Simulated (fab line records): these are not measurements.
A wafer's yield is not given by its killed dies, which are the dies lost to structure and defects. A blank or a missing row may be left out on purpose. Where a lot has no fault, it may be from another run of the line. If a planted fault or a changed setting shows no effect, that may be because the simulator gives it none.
fab line records -- flow sky130
record: lots: 6, wafers: 18, lastDay: 50
route steps=708 shown CONTACT@433 METAL1@434 PAD_OPEN@708
lots that met no fault: from a run of the same line without faults
startH: start of the lot's first displayed wafer, in hours after the record's first day -- waitH: hours since the lot's step before -- " the same as in the row above -- L1.1+2: a single row standing in for several wafers -- - value missing, or start not given -- * or withheld: withheld -- < > ~ a bound
route shown NAME@n: a module of which the file shows steps, and the number in the route of the first -- usual: mean and standard deviation over wafers with no fault -- same: alike in all rows -- chamber/n: place in a boat -- sites: each site's reading -- _std_site: standard deviation across them -- _edge_site: mean of outer sites minus mean of inner sites -- radiusMm: for every site, how far away it sits from the centre of the wafer -- mask NAME#n: copy n -- behind: tool/chamber where the wafer was last shaped -- hold: reason for holding the lot/hours on hold/outcome of the hold -- device: which transistor (n, p or np) failed to switch -- end of line: tests run on the same wafers once the route is complete -- where a step has no rows: the recipe by itself -- killed: not the wafer's yield, but the dies lost to structure and defects at the first sort -- map: dies across one wafer; x = killed, . = not, _ = none there
set.NAME: the setting the step ran with; set.NAME@STEP: the setting that earlier step ran with -- model.NAME: the simulator's own value behind a step, which no gauge read
lots at selected steps of the route; one table per step, one row per wafer
services: the hour from which a tool's chamber was out of use, counted from the record's first day as startH (under 0 if before that day), plus the number of hours and why
== steps ==
step: SKY_CONTACT_CMP_27
recipe: stopOn: SiO2, tOverpolishS: 15, downForcePsi: 3.5, platenRpm: 60, targetThkNm: 0, padVelocityMS: 0.94248
usual: motorCurrentA: 11.5/1.2, overpolishRunS: 14.999/0.0088, retainingRingPressureFrac: 1.000/0.0051, timeToEndpointS: 85/4.1
lot.wafer,tool,chamber,startH,waitH,motorCurrentA,overpolishRunS,retainingRingPressureFrac,timeToEndpointS
L480.2,cmp-02,1,756.40,0.1,13.2,14.989,1.008,82
L480.5,cmp-02,3,756.40,0.1,12.3,14.994,0.994,84
L480.6,cmp-02,0,756.40,0.1,10.7,14.987,0.997,88
L484.1,cmp-01,3,789.41,0.1,11.2,14.997,0.999,96
L484.3,cmp-01,0,789.41,0.1,11.9,15.006,0.999,92
L484.4,cmp-01,2,789.41,0.1,11.1,15.016,1.003,85
L494.3,cmp-02,0,865.72,0.1,9.8,15.009,0.998,82
L494.1,cmp-02,1,865.72,0.1,12.7,14.989,1.005,75
L494.5,cmp-02,3,865.72,0.1,11.9,14.999,0.997,83
L496.2,cmp-02,1,879.36,0.0,12.9,15.003,0.999,83
L496.3,cmp-02,2,879.36,0.0,12.0,14.998,0.991,88
L496.4,cmp-02,3,879.36,0.0,12.2,15.007,1.000,88
L498.2,cmp-02,2,891.84,0.1,12.6,14.999,0.995,85
L498.1,cmp-02,0,891.84,0.1,9.6,14.994,0.993,84
L498.5,cmp-02,2,891.84,0.1,12.0,15.005,0.999,82
L501.4,cmp-02,3,910.56,0.0,12.3,15.001,1.003,83
L501.3,cmp-02,0,910.56,0.0,9.7,15.011,0.999,85
L501.5,cmp-02,3,910.56,0.0,11.6,14.982,1.004,84
step: SKY_METAL1_SPUTTER_00
recipe: material: Ti, targetThkNm: 15, powerW: 3000, timeS: 10, chamberPressurePa: 0.4
usual: throttleValvePct: 30.0/0.6
lot.wafer,tool,chamber,startH,waitH,throttleValvePct
L480.2,pvdSputter-03,-,756.60,0.1,30.7
L480.5,pvdSputter-03,-,756.60,0.1,30.2
L480.6,pvdSputter-03,-,756.60,0.1,29.3
L484.1,pvdSputter-02,-,789.71,0.2,30.5
L484.3,pvdSputter-02,-,789.71,0.2,30.4
L484.4,pvdSputter-02,-,789.71,0.2,29.1
L494.1,pvdSputter-01,-,865.97,0.1,30.0
L494.3,pvdSputter-01,-,865.97,0.1,29.8
L494.5,pvdSputter-01,-,865.97,0.1,29.8
L496.2,pvdSputter-02,-,879.66,0.2,30.7
L496.3,pvdSputter-02,-,879.66,0.2,29.4
L496.4,pvdSputter-02,-,879.66,0.2,29.8
L498.1,pvdSputter-03,-,892.09,0.1,30.2
L498.2,pvdSputter-03,-,892.09,0.1,29.2
L498.5,pvdSputter-03,-,892.09,0.1,29.3
L501.3,pvdSputter-02,-,910.86,0.2,30.6
L501.4,pvdSputter-02,-,910.86,0.2,29.8
L501.5,pvdSputter-02,-,910.86,0.2,30.0
step: SKY_METAL1_SPUTTER_01
recipe: material: TiN, targetThkNm: 20, powerW: 6500, timeS: 16.7, chamberPressurePa: 0.4
usual: throttleValvePct: 29.9/0.62
lot.wafer,tool,chamber,startH,waitH,throttleValvePct
L480.2,pvdSputter-03,-,756.62,0.0,30.9
L480.5,pvdSputter-03,-,756.62,0.0,30.1
L480.6,pvdSputter-03,-,756.62,0.0,29.1
L484.1,pvdSputter-02,-,789.74,0.0,30.6
L484.3,pvdSputter-02,-,789.74,0.0,30.3
L484.4,pvdSputter-02,-,789.74,0.0,29.1
L494.1,pvdSputter-01,-,865.99,0.0,29.8
L494.3,pvdSputter-01,-,865.99,0.0,29.7
L494.5,pvdSputter-01,-,865.99,0.0,29.6
L496.2,pvdSputter-02,-,879.69,0.0,30.8
L496.3,pvdSputter-02,-,879.69,0.0,29.3
L496.4,pvdSputter-02,-,879.69,0.0,29.8
L498.1,pvdSputter-03,-,892.11,0.0,30.2
L498.2,pvdSputter-03,-,892.11,0.0,29.7
L498.5,pvdSputter-03,-,892.11,0.0,29.3
L501.3,pvdSputter-02,-,910.89,0.0,30.4
L501.4,pvdSputter-02,-,910.89,0.0,29.8
L501.5,pvdSputter-02,-,910.89,0.0,29.9
step: SKY_METAL1_SPUTTER_02
recipe: material: AlCu, targetThkNm: 250, powerW: 10600, timeS: 13.3, chamberPressurePa: 0.4
step: SKY_METAL1_SPUTTER_03
recipe: material: Ti, targetThkNm: 5, powerW: 3000, timeS: 3.3, chamberPressurePa: 0.4
usual: throttleValvePct: 30.0/0.61
lot.wafer,tool,chamber,startH,waitH,throttleValvePct
L480.2,pvdSputter-03,-,756.67,0.0,30.8
L480.5,pvdSputter-03,-,756.67,0.0,30.2
L480.6,pvdSputter-03,-,756.67,0.0,29.1
L484.1,pvdSputter-02,-,789.79,0.0,30.2
L484.3,pvdSputter-02,-,789.79,0.0,30.4
L484.4,pvdSputter-02,-,789.79,0.0,29.1
L494.1,pvdSputter-01,-,866.04,0.0,29.7
L494.3,pvdSputter-01,-,866.04,0.0,29.9
L494.5,pvdSputter-01,-,866.04,0.0,29.8
L496.2,pvdSputter-02,-,879.74,0.0,30.5
L496.3,pvdSputter-02,-,879.74,0.0,29.3
L496.4,pvdSputter-02,-,879.74,0.0,30.0
L498.1,pvdSputter-03,-,892.16,0.0,30.0
L498.2,pvdSputter-03,-,892.16,0.0,29.4
L498.5,pvdSputter-03,-,892.16,0.0,29.4
L501.3,pvdSputter-02,-,910.94,0.0,30.7
L501.4,pvdSputter-02,-,910.94,0.0,30.1
L501.5,pvdSputter-02,-,910.94,0.0,30.0
step: SKY_METAL1_SPUTTER_04
recipe: material: TiN, targetThkNm: 70, powerW: 6500, timeS: 58.3, chamberPressurePa: 0.4
usual: throttleValvePct: 30.0/0.62
lot.wafer,tool,chamber,startH,waitH,throttleValvePct
L480.2,pvdSputter-03,-,756.69,0.0,31.1
L480.5,pvdSputter-03,-,756.69,0.0,30.4
L480.6,pvdSputter-03,-,756.69,0.0,29.5
L484.1,pvdSputter-02,-,789.81,0.0,30.3
L484.3,pvdSputter-02,-,789.81,0.0,29.9
L484.4,pvdSputter-02,-,789.81,0.0,29.3
L494.1,pvdSputter-01,-,866.06,0.0,30.0
L494.3,pvdSputter-01,-,866.06,0.0,29.7
L494.5,pvdSputter-01,-,866.06,0.0,29.5
L496.2,pvdSputter-02,-,879.76,0.0,30.6
L496.3,pvdSputter-02,-,879.76,0.0,29.3
L496.4,pvdSputter-02,-,879.76,0.0,29.9
L498.1,pvdSputter-03,-,892.18,0.0,30.5
L498.2,pvdSputter-03,-,892.18,0.0,29.5
L498.5,pvdSputter-03,-,892.18,0.0,29.1
L501.3,pvdSputter-02,-,910.96,0.0,30.7
L501.4,pvdSputter-02,-,910.96,0.0,30.0
L501.5,pvdSputter-02,-,910.96,0.0,30.0
step: SKY_METAL1_RS_MEAS_05
recipe: thkMeasGauge: four-point-probe, reads: TiN_of_METAL1_SPUTTER_04+Ti_of_METAL1_SPUTTER_03+AlCu_of_METAL1_SPUTTER_02+TiN_of_METAL1_SPUTTER_01+Ti_of_METAL1_SPUTTER_00
usual: METAL1_ALCU_RS: 0.1261/0.0014
lot.wafer,tool,chamber,startH,waitH,METAL1_ALCU_RS[ohm/sq]
L480.2,filmMetro-01,-,756.76,0.0,0.1245
L480.5,filmMetro-01,-,756.76,0.0,0.1243
L480.6,filmMetro-01,-,756.76,0.0,0.1237
L484.1,filmMetro-01,-,789.85,0.0,0.1253
L484.3,filmMetro-01,-,789.85,0.0,0.1269
L484.4,filmMetro-01,-,789.85,0.0,0.1262
L494.1,filmMetro-02,-,866.11,0.0,0.1250
L494.3,filmMetro-02,-,866.11,0.0,0.1223
L494.5,filmMetro-02,-,866.11,0.0,0.1233
L496.2,filmMetro-02,-,879.82,0.0,0.1279
L496.3,filmMetro-02,-,879.82,0.0,0.1282
L496.4,filmMetro-02,-,879.82,0.0,0.1290
L498.1,filmMetro-03,-,892.23,0.0,0.1276
L498.2,filmMetro-03,-,892.23,0.0,0.1271
L498.5,filmMetro-03,-,892.23,0.0,0.1268
L501.3,filmMetro-02,-,911.04,0.1,0.1266
L501.4,filmMetro-02,-,911.04,0.1,0.1270
L501.5,filmMetro-02,-,911.04,0.1,0.1267
step: SKY_METAL1_THK_MEAS_06
recipe: thkMeasGauge: xrf, reads: AlCu_of_METAL1_SPUTTER_02
usual: METAL1_ALCU_THK: 250/3
lot.wafer,tool,chamber,startH,waitH,METAL1_ALCU_THK[nm]
L480.2,filmMetro-01,-,756.87,0.1,252
L480.5,filmMetro-01,-,756.87,0.1,252
L480.6,filmMetro-01,-,756.87,0.1,252
L484.1,filmMetro-01,-,789.97,0.1,252
L484.3,filmMetro-01,-,789.97,0.1,246
L484.4,filmMetro-01,-,789.97,0.1,248
L494.1,filmMetro-02,-,866.23,0.1,253
L494.3,filmMetro-02,-,866.23,0.1,260
L494.5,filmMetro-02,-,866.23,0.1,255
L496.2,filmMetro-02,-,879.93,0.1,246
L496.3,filmMetro-02,-,879.93,0.1,247
L496.4,filmMetro-02,-,879.93,0.1,245
L498.1,filmMetro-03,-,892.35,0.1,246
L498.2,filmMetro-03,-,892.35,0.1,249
L498.5,filmMetro-03,-,892.35,0.1,249
L501.3,filmMetro-02,-,911.14,0.1,249
L501.4,filmMetro-02,-,911.14,0.1,249
L501.5,filmMetro-02,-,911.14,0.1,249
step: SKY_METAL1_DEHYDRATE_07
recipe: tempC: 200, timeS: 60
step: SKY_METAL1_HMDS_08
recipe: primeTimeS: 60, primeTempC: 120
step: SKY_METAL1_COAT_09
recipe: resist: BARC, tempC: withheld, timeS: withheld, spinRpm: 3000, resistThkNm: 60
step: SKY_METAL1_COAT_10
recipe: resist: KrF-thick, spinRpm: 3000, resistThkNm: 450
step: SKY_METAL1_SOFTBAKE_11
recipe: tempC: 100, timeS: 90, resist: KrF-thick
usual: heaterPowerTotalW: 57.36/0.12, plateTempC: 100.00/0.12
lot.wafer,tool,chamber,startH,waitH,heaterPowerTotalW,plateTempC
L480.2,lithoTrack-02,0,770,-,57.27,100.00
L480.5,lithoTrack-02,0,770,-,57.45,100.14
L480.6,lithoTrack-02,0,770,-,57.43,99.93
L484.1,lithoTrack-04,0,802,-,57.24,99.85
L484.3,lithoTrack-04,0,802,-,57.56,99.88
L484.4,lithoTrack-04,0,802,-,57.24,99.92
L494.1,lithoTrack-02,0,879,-,58.55,101.43
L494.3,lithoTrack-02,0,879,-,58.27,101.56
L494.5,lithoTrack-02,0,879,-,58.25,101.51
L496.2,lithoTrack-03,0,892,-,57.23,99.77
L496.3,lithoTrack-03,0,892,-,57.45,99.82
L496.4,lithoTrack-03,0,892,-,57.44,99.93
L498.1,lithoTrack-02,0,904,-,58.46,101.41
L498.2,lithoTrack-02,0,904,-,58.64,101.53
L498.5,lithoTrack-02,0,904,-,58.48,101.25
L501.3,lithoTrack-04,0,922,-,57.40,99.86
L501.4,lithoTrack-04,0,922,-,57.27,99.92
L501.5,lithoTrack-04,0,922,-,57.27,100.01
step: SKY_METAL1_EXPOSE_12
recipe: maskId: MM1, na: 0.8, sourceShape: annular, sigmaInner: 0.55, sigmaOuter: 0.85, targetCdNm: 140, doseMj: 28
step: SKY_PAD_OPEN_PROBE_99
usual: defectLimitedYield: 82.3/2.1, killed_at_M0_to_M3: 44/7.3, killed_at_M4_up: 3.3/1.8, killedAtContacts: 24/5.3, killedAtFrontEnd: 16/5, killedAtOther: 0.2/0.51, killedDies: 87/10, killedOpen: 47/7.5, killedShort: 40/6.3, sort_bin_3_pad_short: 0.9/0.41, sort_bin_5_function: 10.5/1.6, sort_bin_6_memory: 6.3/1.2, sortNPass: 405/10, sortYieldPct: 82.3/2.1
same: grossDies: 492, killedAtBackSide: 0, sort_bin_4_leakage[%]: 0, sort_bin_8_speed[%]: 0
lot.wafer,tool,chamber,startH,waitH,defectLimitedYield[%],killed_at_M0_to_M3,killed_at_M4_up,killedAtContacts,killedAtFrontEnd,killedAtOther,killedDies,killedOpen,killedShort,sort_bin_3_pad_short[%],sort_bin_5_function[%],sort_bin_6_memory[%],sortNPass,sortYieldPct[%]
L484.1,prober-01,-,1121.29,0.1,82.7,37,5,28,15,0,85,46,39,0.8,10.4,6.1,407,82.7
L484.3,prober-01,-,1121.39,0.2,85.8,36,5,19,10,0,70,42,28,0.6,9.8,3.9,422,85.8
L484.4,prober-01,-,1121.44,0.2,85.8,31,1,21,17,0,70,37,33,0.8,7.9,5.5,422,85.8
killed by level:class
L484.1 CONTACT:geometricParticle:open=10 CONTACT:geometricParticle:short=8 VIA1:geometricParticle:open=7 VIA3:geometricParticle:open=7 LI_CONTACT:geometricParticle:open=6 POLY_GATE:geometricParticle:short=4 METAL1:geometricParticle:short=4 VIA1:geometricParticle:short=4
L484.3 VIA1:geometricParticle:open=11 CONTACT:geometricParticle:open=8 VIA2:geometricParticle:open=7 METAL4:geometricParticle:short=5 LI_CONTACT:geometricParticle:short=4 LI_CONTACT:geometricParticle:open=4 METAL1:geometricParticle:short=4 VIA3:geometricParticle:open=4
L484.4 POLY_GATE:geometricParticle:open=7 CONTACT:geometricParticle:open=7 VIA1:geometricParticle:open=6 CONTACT:geometricParticle:short=5 VIA3:geometricParticle:open=5 METAL1:geometricParticle:short=4 METAL2:geometricParticle:short=3 LI_CONTACT:geometricParticle:open=3
== services ==
tool,chamber,startH,hours,kind
cmp-02,-,744.34,4.0,pm
cmp-02,-,748.34,-,consumableReplace:conditioner
cmp-02,-,748.34,-,consumableReplace:pad
cmp-01,-,755.97,0.5,repair
cmp-01,-,759.96,2.9,repair
cmp-02,-,764.69,0.8,repair
pvdSputter-02,-,767.07,1.0,repair
cmp-02,-,772.91,6.7,repair
pvdSputter-02,-,794.50,20.5,repair
cmp-01,-,805.76,1.3,repair
pvdSputter-02,-,831.49,20.7,repair
cmp-02,-,832.83,4.5,repair
cmp-02,-,837.77,9.1,pm
cmp-01,-,857.19,9.5,pm
pvdSputter-02,-,885.51,20.8,repair
pvdSputter-03,-,907.85,36.5,repair
cmp-01,-,914.30,7.6,pm
cmp-01,-,921.89,4.0,pm
== key ==
firstSign: step: SKY_METAL1_SOFTBAKE_11, reading: plateTempC, direction: up, sigmas: 12, usual: *, struck: *
effect: step: SKY_METAL1_SOFTBAKE_11, reading: heaterPowerTotalW, direction: up, sigmas: 9, usual: *, struck: *
metAt SKY_METAL1_SOFTBAKE_11
struckWafers L494.1,L494.3,L494.5,L498.1,L498.2,L498.5
onsetBetween 770 879
fault: kind: processParameterDrift, tool: lithoTrack-02, chamber: -, onsetH: 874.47, steps: SKY_METAL1_SOFTBAKE_11, channel: tempC, offset: *, shape: step, endH: 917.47, actsIn: *, stated: *
